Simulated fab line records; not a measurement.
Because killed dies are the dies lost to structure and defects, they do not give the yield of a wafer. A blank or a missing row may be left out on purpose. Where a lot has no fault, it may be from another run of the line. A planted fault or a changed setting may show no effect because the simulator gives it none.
Chamber matching    flow sky130    SKY_FIELD_ISO_ETCH_14 on rie diel-01 has 4 sister chambers
The step etches BARC in N2/H2, stops on SiO2, time 45.9 s, target depth 60 nm. 16 wafers are shown with their chamber, then 8 later ones without.

## WAFERS PAIRED WITH THEIR CHAMBERS
wafer   chamber  bias w (W)  oes product au (a.u.)  throttle valve pct (%)
L275.1  3        99.61       0.855                  13.224
L275.3  0        99.62       0.853                  13.203
L275.5  2        99.60       0.856                  13.223
L276.3  1        99.97       0.850                  13.226
L276.4  2        99.81       0.861                  13.236
L276.5  0        99.75       0.858                  13.231
L277.1  0        100.07      0.848                  13.225
L277.3  1        99.91       0.846                  13.228
L277.5  1        100.01      0.869                  13.234
L278.2  1        100.27      0.855                  13.230
L278.3  3        99.88       0.851                  13.227
L278.5  3        99.83       0.855                  13.239
L279.2  0        99.80       0.859                  13.234
L279.3  1        99.99       0.849                  13.244
L279.4  3        99.78       0.849                  13.199
L282.2  3        99.83       0.854                  13.218

SIGNATURES, as means of the wafers listed above
reading             chamber 0  chamber 1  chamber 2  chamber 3  scatter within a chamber
bias w              99.8100    100.0300   99.7050    99.7860    0.145
oes product au      0.85450    0.85380    0.85850    0.85280    0.00612
throttle valve pct  13.22325   13.23240   13.22950   13.22140   0.012
Rule: for each reading, subtract the chamber's mean from the wafer's reading, divide by that reading's scatter and square the result; add these up over the readings and take the root, which gives the wafer's distance from the chamber. If the next closest chamber is less than 2 further off than the closest, the wafer can't be placed; otherwise it belongs to the closest. The scatter: the root of (the sum of the squares of (reading less its chamber's mean) over the shown wafers, divided by (wafers less chambers)).

## WAFERS WITHOUT THEIR CHAMBER
wafer   bias w (W)  oes product au (a.u.)  throttle valve pct (%)
L282.3  100.00      0.859                  13.220
L282.4  100.26      0.861                  13.224
L284.4  99.92       0.851                  13.242
L284.5  99.76       0.861                  13.218
L284.6  100.10      0.855                  13.232
L298.2  99.96       0.851                  13.219
L298.4  100.07      0.849                  13.238
L298.5  99.29       0.842                  13.224

## EACH ONE'S CHAMBER
wafer   from the rows above                in truth
L282.3  can't be placed: 1 or 0 or 3 or 2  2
L282.4  can't be placed: 1 or 0 or 3 or 2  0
L284.4  can't be placed: 1 or 0 or 3 or 2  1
L284.5  can't be placed: 2 or 0 or 3 or 1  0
L284.6  can't be placed: 1 or 0 or 3       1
L298.2  can't be placed: 0 or 3 or 1 or 2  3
L298.4  can't be placed: 1 or 0 or 3       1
L298.5  can't be placed: 3 or 2 or 0 or 1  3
Correctly placed: 0 of 8. Not placeable from these rows: 8 (in 8, the candidates include the true chamber). Placed wrongly: 0.
